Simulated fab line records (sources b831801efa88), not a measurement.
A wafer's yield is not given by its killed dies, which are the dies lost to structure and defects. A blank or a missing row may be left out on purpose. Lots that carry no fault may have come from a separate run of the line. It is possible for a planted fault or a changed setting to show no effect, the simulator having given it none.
The tool behind it: which one? + flow sky130 + 15 lots with 45 wafers sampled at 4 steps, on a route of 708 steps

## WHAT EACH GAUGE READ, for each wafer
SKY_POLY_GATE_THK_MEAS_01. Usual: POLY_GATE_CVD_00_THK typically reads 180.8 nm, with standard deviation 1.7.
| lot  | measured     | on           | POLY_GATE_CVD_00_THK (nm) | flag |
|------|--------------|--------------|---------------------------|------|
| L625 | day 14 08:29 | filmMetro-01 | 179.5 180.5 180.2         |      |
| L626 | day 14 08:32 | filmMetro-02 | 181.3 181.2 181.5         |      |
| L627 | day 14 20:47 | filmMetro-04 | 183.6 183.4 184.4         |      |
| L630 | day 16 00:29 | filmMetro-02 | 181.7 182.4 181.2         |      |
| L631 | day 16 00:29 | filmMetro-04 | 181.8 181.5 182.7         |      |
| L632 | day 17 02:58 | filmMetro-01 | 180.1 181.4 181.1         |      |
| L636 | day 18 03:59 | filmMetro-01 | 181.5 182.4 180.5         |      |
| L637 | day 18 13:33 | filmMetro-02 | 178.4 179.8 180.6         |      |
| L639 | day 19 00:28 | filmMetro-04 | 182.6 183.1 182.1         |      |
| L643 | day 20 13:08 | filmMetro-04 | 178.7 178.4 180.0         |      |
| L644 | day 20 21:01 | filmMetro-04 | 177.0 178.0 177.5         |      |
| L645 | day 20 22:13 | filmMetro-04 | 178.4 178.0 179.8         |      |
| L646 | day 21 08:10 | filmMetro-04 | 181.2 182.9 182.2         |      |
| L647 | day 21 17:49 | filmMetro-01 | 176.6 177.7 176.9         |      |
| L648 | day 22 00:49 | filmMetro-01 | 180.7 182.4 181.4         |      |

SKY_LDD_HVN_OVL_MEAS_07. Usual: LDD_HVN_OVL typically reads -1.4 nm, with standard deviation 1.3.
| lot  | measured     | on         | LDD_HVN_OVL (nm) | flag |
|------|--------------|------------|------------------|------|
| L625 | day 20 10:26 | overlay-01 | -3.4 -1.7 -1.8   |      |
| L626 | day 20 11:30 | overlay-02 | -1.3 -0.9 -0.7   |      |
| L627 | day 21 05:13 | overlay-02 | -0.6 1.4 -0.3    |      |
| L630 | day 22 12:21 | overlay-02 | -2.2 -1.5 -2.1   |      |
| L631 | day 22 12:19 | overlay-01 | -1.8 -1.2 -2.9   |      |
| L632 | day 23 16:31 | overlay-02 | -2.7 -2.5 -1.3   |      |
| L636 | day 24 17:47 | overlay-01 | -0.2 0.6 -1.9    |      |
| L637 | day 25 04:07 | overlay-02 | -1.0 -2.1 -1.5   |      |
| L639 | day 25 12:51 | overlay-02 | 0.2 -1.0 -3.2    |      |
| L646 | day 27 15:43 | overlay-01 | -0.4 -1.5 -1.7   |      |
| L647 | day 28 01:07 | overlay-02 | 0.1 0.0 1.3      |      |
| L648 | day 28 10:49 | overlay-01 | -2.5 -2.5 -2.2   |      |

## TOOL THAT RAN EACH LOT (tool first, then ch and the chambers of the sampled wafers, then the start)
| lot  | SKY_VT_ADJUST_HVTR_STRIP_10         | SKY_LDD_N_IMPLANT_12            |
|------|-------------------------------------|---------------------------------|
| L625 | plasmaAsher-01 ch 0,1, day 9 15:10  | implanter-04 ch 0, day 17 21:33 |
| L626 | plasmaAsher-03 ch 0,1, day 9 18:37  | implanter-03 ch 0, day 17 21:51 |
| L627 | plasmaAsher-01 ch 0,1, day 10 02:59 | implanter-02 ch 0, day 18 14:59 |
| L630 | plasmaAsher-04 ch 1, day 11 01:25   | implanter-03 ch 0, day 19 22:30 |
| L631 | plasmaAsher-04 ch 0,1, day 11 03:50 | implanter-02 ch 0, day 19 22:19 |
| L632 | plasmaAsher-01 ch 0,1, day 11 16:34 | implanter-02 ch 0, day 21 03:04 |
| L636 | plasmaAsher-01 ch 0,1, day 12 22:46 | implanter-03 ch 0, day 22 04:32 |
| L637 | plasmaAsher-04 ch 0,1, day 13 12:17 | implanter-04 ch 0, day 22 13:47 |
| L639 | plasmaAsher-03 ch 0,1, day 13 22:16 | implanter-03 ch 0, day 23 00:22 |
| L643 | plasmaAsher-01 ch 0,1, day 15 02:31 | implanter-04, day 24 14:31      |
| L644 | plasmaAsher-01 ch 0,1, day 15 11:26 | implanter-03, day 24 20:15      |
| L645 | plasmaAsher-03 ch 1, day 15 11:28   | implanter-03, day 24 23:24      |
| L646 | plasmaAsher-04 ch 0,1, day 15 20:31 | implanter-04 ch 0, day 25 05:28 |
| L647 | plasmaAsher-03 ch 0,1, day 16 05:17 | implanter-03 ch 0, day 25 15:45 |
| L648 | plasmaAsher-04 ch 0,1, day 16 14:40 | implanter-04 ch 0, day 25 23:56 |
- SKY_VT_ADJUST_HVTR_STRIP_10: strips in O2/N2.
- SKY_LDD_N_IMPLANT_12

## WHAT THE TOOLS THEMSELVES READ (means of the sampled wafers that have a number; where no wafer has one, the mark that the record gives instead)
SKY_VT_ADJUST_HVTR_STRIP_10. Usual: drypumpMotorCurrentA 5.9 A, standard deviation 0.52; oesProductAu 0.715 a.u., standard deviation 0.0046; stripTimeToEndpointS 14.17 s, standard deviation 0.04.
| lot  | tool           | drypumpMotorCurrentA (A) | oesProductAu (a.u.) | stripTimeToEndpointS (s) | flag |
|------|----------------|--------------------------|---------------------|--------------------------|------|
| L625 | plasmaAsher-01 | 6.1                      | 0.717               | 14.20                    |      |
| L626 | plasmaAsher-03 | 5.7                      | 0.715               | 14.18                    |      |
| L627 | plasmaAsher-01 | 6.0                      | 0.713               | 14.11                    |      |
| L630 | plasmaAsher-04 | 6.2                      | 0.713               | 14.16                    |      |
| L631 | plasmaAsher-04 | 6.3                      | 0.713               | 14.17                    |      |
| L632 | plasmaAsher-01 | 5.6                      | 0.717               | 14.14                    |      |
| L636 | plasmaAsher-01 | 5.5                      | 0.715               | 14.21                    |      |
| L637 | plasmaAsher-04 | 6.3                      | 0.720               | 14.13                    |      |
| L639 | plasmaAsher-03 | 5.6                      | 0.718               | 14.14                    |      |
| L643 | plasmaAsher-01 | 5.6                      | 0.717               | 14.18                    |      |
| L644 | plasmaAsher-01 | 6.1                      | 0.714               | 14.14                    |      |
| L645 | plasmaAsher-03 | 5.8                      | 0.717               | 14.22                    |      |
| L646 | plasmaAsher-04 | 6.3                      | 0.717               | 14.20                    |      |
| L647 | plasmaAsher-03 | 5.5                      | 0.710               | 14.17                    |      |
| L648 | plasmaAsher-04 | 6.2                      | 0.712               | 14.17                    |      |

SKY_LDD_N_IMPLANT_12. Usual: beamEnergyKeV 50.000, standard deviation 0.016; beamOnS 9.99 s, standard deviation 0.22; faradayCurrentUA 28.2, standard deviation 0.6.
| lot  | tool         | beamEnergyKeV | beamOnS (s) | faradayCurrentUA | flag |
|------|--------------|---------------|-------------|------------------|------|
| L625 | implanter-04 | 49.985        | 10.28       | 27.5             |      |
| L626 | implanter-03 | 50.004        | 9.98        | 28.2             |      |
| L627 | implanter-02 | 50.008        | 9.81        | 28.7             |      |
| L630 | implanter-03 | 49.990        | 10.10       | 27.9             |      |
| L631 | implanter-02 | 49.998        | 10.13       | 27.8             |      |
| L632 | implanter-02 | 50.013        | 10.12       | 27.8             |      |
| L636 | implanter-03 | 49.986        | 10.00       | 28.2             |      |
| L637 | implanter-04 | 49.988        | 9.99        | 28.3             |      |
| L639 | implanter-03 | 49.994        | 9.99        | 28.2             |      |
| L643 | implanter-04 | -             | -           | -                | OFF  |
| L644 | implanter-03 | -             | -           | -                | OFF  |
| L645 | implanter-03 | -             | -           | -                | OFF  |
| L646 | implanter-04 | 50.009        | 9.98        | 28.2             |      |
| L647 | implanter-03 | 49.975        | 9.90        | 28.5             |      |
| L648 | implanter-04 | 49.995        | 10.03       | 28.1             |      |

## THE ANSWER, worked out from the rows above alone
Rule: lot off if the mean of its wafers having a number is beyond 3 standard deviations from the usual mean. A lot without any number at a reading at which 4 lots or more have one is off too. Where the step has rows for the other lots, those lots are counted as sound. First the gauges in route order, then the tools' own readings, where a lot's mean is used as printed above. At the first step where some lot is off, the reading lying furthest off is the one used; lots without a number count as furthest.
Off at SKY_LDD_N_IMPLANT_12 (beamEnergyKeV): L643, L644, L645. Without a number there: L643, L644, L645.
If a tool, at that step or one of the process steps before it, ran each lot that is off and ran no sound lot following the first of them, it fits. Of those tried, none fits.

## WHAT THE SIMULATOR PUT IN
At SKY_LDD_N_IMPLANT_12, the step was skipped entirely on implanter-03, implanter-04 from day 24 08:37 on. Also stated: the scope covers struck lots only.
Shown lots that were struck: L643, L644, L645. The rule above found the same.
